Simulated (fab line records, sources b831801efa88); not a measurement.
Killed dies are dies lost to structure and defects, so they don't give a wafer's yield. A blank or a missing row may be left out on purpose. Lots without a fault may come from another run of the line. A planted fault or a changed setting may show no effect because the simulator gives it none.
A struck lot beside a sound one | flow sky130 | 18 steps out of a route of 708
Sound: wafers L356.2, L356.3, L356.5. Struck: wafers L362.1, L362.5, L362.6. The cause comes at the end.
At each step with rows: each side's tool, then ch and its chambers, then its first start. Under that, the readings that differ: sound wafers | struck wafers | difference of the means | sigmas: that difference in standard deviations of wafers without a fault.
alike: readings whose means differ by less than 2 such deviations, and words and numbers that are the same on both sides. not compared: withheld readings, readings that some wafer has no value for, bounds like >300 that may hide the same value, and numbers for which the record gives no deviation and whose values overlap.
The two part at a step that has a row with sigmas, a row that says differs or no value, or rows on one side only. Numbers that don't overlap but have no deviation are shown without sigmas and don't part them. A reading that every wafer of one side lacks parts them only if that side has two wafers or more.

first, 4 steps without rows for these wafers: SKY_LDD_HVP_SOFTBAKE_03 (time 60 s); SKY_LDD_HVP_EXPOSE_04 (exposes mask HVPTM, target cd 700 nm); SKY_LDD_HVP_PEB_05; SKY_LDD_HVP_DEVELOP_06 (develop time 60 s).
SKY_LDD_HVP_OVL_MEAS_07:
  sound on overlay-01, day 25 14:00; struck on overlay-02, day 28 06:30
  alike: LDD_HVP_OVL
then, 1 step without rows for these wafers: SKY_LDD_HVP_IMPLANT_08.
SKY_LDD_HVP_STRIP_09: strips in O2/N2.
  sound on plasma_asher-01 ch 0,1, day 25 14:11; struck on plasma_asher-03 ch 0,1, day 28 06:41
  reading                      | sound             | struck            | difference | sigmas
  strip_time_to_endpoint_s (s) | 4.138 4.138 4.127 | 4.170 4.150 4.189 | +0.035     | +2
  alike: drypump_motor_current_A, oes_product_au
  not compared: rf_hours_counter_h
SKY_LDD_HVP_TW_MEAS_10:
  sound on film_metro-02, day 25 14:17; struck on film_metro-02, day 28 06:47
  alike: LDD_HVP_TW
then, 4 steps without rows for these wafers: SKY_LDD_LDN_DEHYDRATE_00 (time 60 s); SKY_LDD_LDN_HMDS_01 (prime time 60 s); SKY_LDD_LDN_COAT_02 (resist thk 1140 nm); SKY_LDD_LDN_SOFTBAKE_03 (time 60 s).
SKY_LDD_LDN_EXPOSE_04: exposes mask LDNTM, target cd 700 nm.
  sound on iline_stepper-02 ch 0, day 26 05:20; struck on iline_stepper-01 ch 0, day 28 22:38
  reading                         | sound                | struck            | difference | sigmas
  model.LDD_LDN.overlay_x_nm (nm) | 0.7061 0.7061 0.7061 | 42.24 42.24 42.24 | +41.53     |
  alike: mask
then, 2 steps without rows for these wafers: SKY_LDD_LDN_PEB_05; SKY_LDD_LDN_DEVELOP_06 (develop time 60 s).
SKY_LDD_LDN_OVL_MEAS_07:
  sound on overlay-01, day 26 19:20; struck on overlay-02, day 29 11:19
  reading          | sound       | struck         | difference | sigmas
  LDD_LDN_OVL (nm) | 2.6 2.1 3.0 | 42.2 41.9 41.7 | +39.4      | +28
then, 1 step without rows for these wafers: SKY_LDD_LDN_IMPLANT_08.
-- the record jumps here: 21 days lie between the struck wafers' starts before and after (it left off in module LDD_LDN and takes up again in module PAD_OPEN, whose first step shown is number 708 of the route) --
SKY_PAD_OPEN_PROBE_99:
  sound on prober-01, day 48 15:04; struck on prober-02, day 50 09:25
  alike: killed_at_M0_to_M3, killed_at_M4_up, killed_at_contacts, killed_at_front_end, killed_at_other, killed_dies, killed_open, killed_short

WHERE THEY PART
First at SKY_LDD_HVP_STRIP_09; last, within this record, at SKY_LDD_LDN_OVL_MEAS_07. Later steps at which nothing parts them and some readings are alike: SKY_PAD_OPEN_PROBE_99.

WHY: what the simulator had put in
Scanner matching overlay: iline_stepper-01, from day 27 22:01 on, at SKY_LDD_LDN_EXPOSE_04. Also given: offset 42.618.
